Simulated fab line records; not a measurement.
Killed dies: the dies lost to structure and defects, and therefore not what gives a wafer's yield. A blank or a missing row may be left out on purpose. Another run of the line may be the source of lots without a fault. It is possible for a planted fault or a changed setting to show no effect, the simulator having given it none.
Which of the tools did it? + flow gf180mcu + 34 wafers from 12 lots sampled at 5 of the route's 602 steps

## WHAT THE GAUGES SHOWED, per wafer
GF_HV_LDD_CD_MEAS_31: the cd target is 400 nm. Usual: cd-nm 399.5 nm, standard deviation 2.7.
| lot  | measured     | on        | cd-nm (nm)        | flag |
|------|--------------|-----------|-------------------|------|
| L692 | day 11 23:05 | cd-sem-01 | 396.1 395.1 393.0 |      |
| L695 | day 12 16:59 | cd-sem-02 | 401.2 400.0 400.9 |      |
| L696 | day 13 06:31 | cd-sem-02 | 394.8 394.4 394.9 |      |
| L697 | day 13 08:18 | cd-sem-02 | 397.7 396.3 400.5 |      |
| L699 | day 13 21:39 | cd-sem-02 | 403.2 402.5 402.2 |      |
| L700 | day 14 09:16 | cd-sem-01 | 399.5 398.2 401.0 |      |
| L701 | day 14 15:14 | cd-sem-01 | 399.2 399.5 396.2 |      |
| L707 | day 16 13:49 | cd-sem-02 | 400.4 398.2       |      |
| L708 | day 17 01:08 | cd-sem-02 | 401.0 396.5 397.3 |      |
| L709 | day 17 06:54 | cd-sem-01 | 398.1 398.8       |      |
| L713 | day 18 19:30 | cd-sem-02 | 395.8 394.1 396.5 |      |
| L714 | day 19 02:23 | cd-sem-01 | 402.5 401.8 398.9 |      |

GF_HV_LDD_TW_MEAS_50. Usual: for HV_LDD_4_TW the level is 573.3 and the standard deviation is 2.7.
| lot  | measured     | on            | HV_LDD_4_TW       | flag |
|------|--------------|---------------|-------------------|------|
| L692 | day 12 19:16 | film-metro-02 | 576.3 576.7 576.6 |      |
| L695 | day 13 13:50 | film-metro-04 | 569.9 569.0 570.0 |      |
| L696 | day 14 04:44 | film-metro-02 | 571.9 571.7 568.9 |      |
| L697 | day 14 05:17 | film-metro-04 | 570.6 570.0 573.1 |      |
| L699 | day 14 19:30 | film-metro-02 | 572.0 572.1 573.3 |      |
| L700 | day 15 07:12 | film-metro-04 | 576.6 573.6 572.5 |      |
| L701 | day 15 13:30 | film-metro-02 | 574.4 573.3 574.9 |      |
| L707 | day 17 13:13 | film-metro-02 | 574.8 526.9       | OFF  |
| L708 | day 18 01:29 | film-metro-01 | 579.3 578.4 534.6 | OFF  |
| L709 | day 18 07:26 | film-metro-02 | 574.6 527.7       | OFF  |
| L713 | day 19 20:38 | film-metro-01 | 573.8 573.6 573.5 |      |
| L714 | day 20 03:23 | film-metro-01 | 573.9 575.7 577.0 |      |

## EACH LOT AND THE TOOL THAT RAN IT (in order: tool; ch and the chambers of the sampled wafers; start)
| lot  | GF_POLY_GATE_ETCH_12               | GF_HV_LDD_STRIP_22                   | GF_HV_LDD_IMPLANT_48            |
|------|------------------------------------|--------------------------------------|---------------------------------|
| L692 | rie-diel-03 ch 0,2,3, day 9 12:55  | plasma-asher-03 ch 0,1, day 11 03:52 | implanter-02 ch 0, day 12 19:03 |
| L695 | rie-diel-03 ch 0,1,2, day 10 05:41 | plasma-asher-03 ch 0,1, day 11 21:24 | implanter-01 ch 0, day 13 13:36 |
| L696 | rie-diel-01 ch 0,1,2, day 10 18:55 | plasma-asher-03 ch 0,1, day 12 10:54 | implanter-02 ch 0, day 14 04:30 |
| L697 | rie-diel-02 ch 0,2,3, day 10 19:17 | plasma-asher-01 ch 0,1, day 12 12:51 | implanter-01 ch 0, day 14 05:03 |
| L699 | rie-diel-01 ch 0,2,3, day 11 08:34 | plasma-asher-04 ch 0,1, day 13 00:54 | implanter-02 ch 0, day 14 19:16 |
| L700 | rie-diel-01 ch 0,2,3, day 11 19:19 | plasma-asher-03 ch 0,1, day 13 13:36 | implanter-04 ch 0, day 15 06:57 |
| L701 | rie-diel-01 ch 0,1,3, day 12 01:52 | plasma-asher-04 ch 0,1, day 13 19:15 | implanter-01 ch 0, day 15 13:15 |
| L707 | rie-diel-03 ch 1,3, day 13 19:10   | plasma-asher-04 ch 0,1, day 15 15:56 | implanter-01 ch 0, day 17 12:59 |
| L708 | rie-diel-02 ch 0,1, day 14 05:57   | plasma-asher-04 ch 0,1, day 16 03:23 | implanter-01 ch 0, day 18 01:14 |
| L709 | rie-diel-02 ch 1,3, day 14 11:20   | plasma-asher-01 ch 1, day 16 08:56   | implanter-01 ch 0, day 18 07:10 |
| L713 | rie-diel-03 ch 0,1,3, day 15 20:44 | plasma-asher-03 ch 0,1, day 17 20:06 | implanter-04 ch 0, day 19 20:25 |
| L714 | rie-diel-02 ch 0,1,2, day 16 02:44 | plasma-asher-04 ch 0,1, day 18 01:56 | implanter-02 ch 0, day 20 03:10 |
- GF_POLY_GATE_ETCH_12: etches BARC in N2/H2.
- GF_HV_LDD_STRIP_22: strips in O2/N2.
- GF_HV_LDD_IMPLANT_48

## WHAT THE TOOLS THEMSELVES READ (means of the sampled wafers that have a number; where no wafer has one, the mark that the record gives instead)
GF_POLY_GATE_ETCH_12. Usual: drypump-motor-current-A 5.8 A, standard deviation 0.5; oes-product-au 0.736 a.u., standard deviation 0.0045; throttle-valve-pct 13.215 %, standard deviation 0.0088.
| lot  | tool        | drypump-motor-current-A (A) | oes-product-au (a.u.) | throttle-valve-pct (%) | flag |
|------|-------------|-----------------------------|-----------------------|------------------------|------|
| L692 | rie-diel-03 | 5.9                         | 0.735                 | 13.221                 |      |
| L695 | rie-diel-03 | 5.7                         | 0.737                 | 13.209                 |      |
| L696 | rie-diel-01 | 5.8                         | 0.735                 | 13.218                 |      |
| L697 | rie-diel-02 | 6.0                         | 0.739                 | 13.216                 |      |
| L699 | rie-diel-01 | 5.7                         | 0.741                 | 13.217                 |      |
| L700 | rie-diel-01 | 5.7                         | 0.738                 | 13.212                 |      |
| L701 | rie-diel-01 | 6.1                         | 0.737                 | 13.224                 |      |
| L707 | rie-diel-03 | 5.2                         | 0.736                 | 13.217                 |      |
| L708 | rie-diel-02 | 6.3                         | 0.733                 | 13.214                 |      |
| L709 | rie-diel-02 | 5.8                         | 0.734                 | 13.215                 |      |
| L713 | rie-diel-03 | 5.6                         | 0.738                 | 13.223                 |      |
| L714 | rie-diel-02 | 6.2                         | 0.738                 | 13.212                 |      |

GF_HV_LDD_STRIP_22. Usual: drypump-motor-current-A 5.8 A, standard deviation 0.42; heater-power-w 341 W, standard deviation 64; o2-flow-sccm 3001 sccm, standard deviation 9.2; oes-product-au 0.716 a.u., standard deviation 0.0045; platen-temp-c 249.99 C, standard deviation 0.18; strip-time-to-endpoint-s 12.66 s, standard deviation 0.035.
| lot  | tool            | drypump-motor-current-A (A) | heater-power-w (W) | o2-flow-sccm (sccm) | oes-product-au (a.u.) | platen-temp-c (C) | strip-time-to-endpoint-s (s) | flag |
|------|-----------------|-----------------------------|--------------------|---------------------|-----------------------|-------------------|------------------------------|------|
| L692 | plasma-asher-03 | 5.4                         | 274                | 3004                | 0.715                 | 249.84            | 12.66                        |      |
| L695 | plasma-asher-03 | 5.7                         | 282                | 2998                | 0.712                 | 249.93            | 12.68                        |      |
| L696 | plasma-asher-03 | 5.7                         | 280                | 3003                | 0.718                 | 250.15            | 12.67                        |      |
| L697 | plasma-asher-01 | 6.1                         | 392                | 3001                | 0.715                 | 249.92            | 12.73                        |      |
| L699 | plasma-asher-04 | 5.9                         | 395                | 3006                | 0.712                 | 250.03            | 12.68                        |      |
| L700 | plasma-asher-03 | 5.4                         | 278                | 3004                | 0.719                 | 250.01            | 12.67                        |      |
| L701 | plasma-asher-04 | 6.0                         | 362                | 3006                | 0.715                 | 250.07            | 12.64                        |      |
| L707 | plasma-asher-04 | 5.9                         | 378                | 2994                | 0.714                 | 249.94            | 12.68                        |      |
| L708 | plasma-asher-04 | 5.9                         | 394                | 3004                | 0.717                 | 249.94            | 12.68                        |      |
| L709 | plasma-asher-01 | 5.7                         | 336                | 3007                | 0.719                 | 250.38            | 12.67                        |      |
| L713 | plasma-asher-03 | 5.4                         | 276                | 2995                | 0.714                 | 249.95            | 12.62                        |      |
| L714 | plasma-asher-04 | 6.1                         | 358                | 2993                | 0.718                 | 249.91            | 12.58                        |      |

GF_HV_LDD_IMPLANT_48. Usual: beam-on-s 10.00 s, standard deviation 0.2; end-station-pressure-torr 5.13e-06 Torr, standard deviation 2.3e-07; faraday-current-uA 169, standard deviation 3.4; tilt-deg 7.003 degrees, standard deviation 0.021.
| lot  | tool         | beam-on-s (s) | end-station-pressure-torr (Torr) | faraday-current-uA | tilt-deg (degrees) | flag |
|------|--------------|---------------|----------------------------------|--------------------|--------------------|------|
| L692 | implanter-02 | 10.00         | 5.04e-06                         | 169                | 6.995              |      |
| L695 | implanter-01 | 10.06         | 5.07e-06                         | 168                | 7.002              |      |
| L696 | implanter-02 | 10.07         | 5.32e-06                         | 168                | 7.026              |      |
| L697 | implanter-01 | 10.06         | 5.09e-06                         | 168                | 7.016              |      |
| L699 | implanter-02 | 9.88          | 5.17e-06                         | 172                | 7.019              |      |
| L700 | implanter-04 | 9.98          | 5.11e-06                         | 170                | 6.992              |      |
| L701 | implanter-01 | 10.08         | 5.07e-06                         | 167                | 6.981              |      |
| L707 | implanter-01 | 8.77          | 4.94e-06                         | 196                | 7.019              | OFF  |
| L708 | implanter-01 | 9.15          | 5.05e-06                         | 188                | 7.000              | OFF  |
| L709 | implanter-01 | 8.93          | 5.09e-06                         | 194                | 7.008              | OFF  |
| L713 | implanter-04 | 9.89          | 4.99e-06                         | 171                | 7.015              |      |
| L714 | implanter-02 | 9.87          | 5.24e-06                         | 172                | 6.994              |      |

## THE ANSWER, worked out from the rows above alone
Rule: a lot is off if the mean of its wafers that have a number lies more than 3 standard deviations from the usual mean. Also off: a lot with no number at a reading for which 4 or more lots have one. Where the step has rows for the other lots, those lots are counted as sound. The gauges are gone through in route order, then the tools' own readings, and for those a lot's mean is taken as printed above. The first step at which some lot is off is used, and at that step the reading that is off furthest; a lot without a number counts as furthest.
Off: L707, L708, L709, at GF_HV_LDD_TW_MEAS_50 (HV_LDD_4_TW).
If a tool, at a process step before that reading, ran all the lots that are off and no sound lot after the first of them, it fits. The gauges at GF_HV_LDD_TW_MEAS_50 aren't tried: what is off there is off at GF_HV_LDD_IMPLANT_48 too, on other tools, and a gauge's error can't cause that. One candidate fits, namely implanter-01 at GF_HV_LDD_IMPLANT_48. A fault onset in the window from L701 (day 15 13:15, its last sound lot) to L707 (day 17 12:59, its first lot off) fits.
The tool's own readings at GF_HV_LDD_IMPLANT_48 bear it out: on the lots that are off they differ by more than 5 times the standard deviation of the sound lots' means. beam-on-s reads 8.95 s there against 9.99 s on the sound lots; faraday-current-uA reads 193 there against 169 on the sound lots.

## WHAT THE SIMULATOR PUT IN
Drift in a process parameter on implanter-01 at GF_HV_LDD_IMPLANT_48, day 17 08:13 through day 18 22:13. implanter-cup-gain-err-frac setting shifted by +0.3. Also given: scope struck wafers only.
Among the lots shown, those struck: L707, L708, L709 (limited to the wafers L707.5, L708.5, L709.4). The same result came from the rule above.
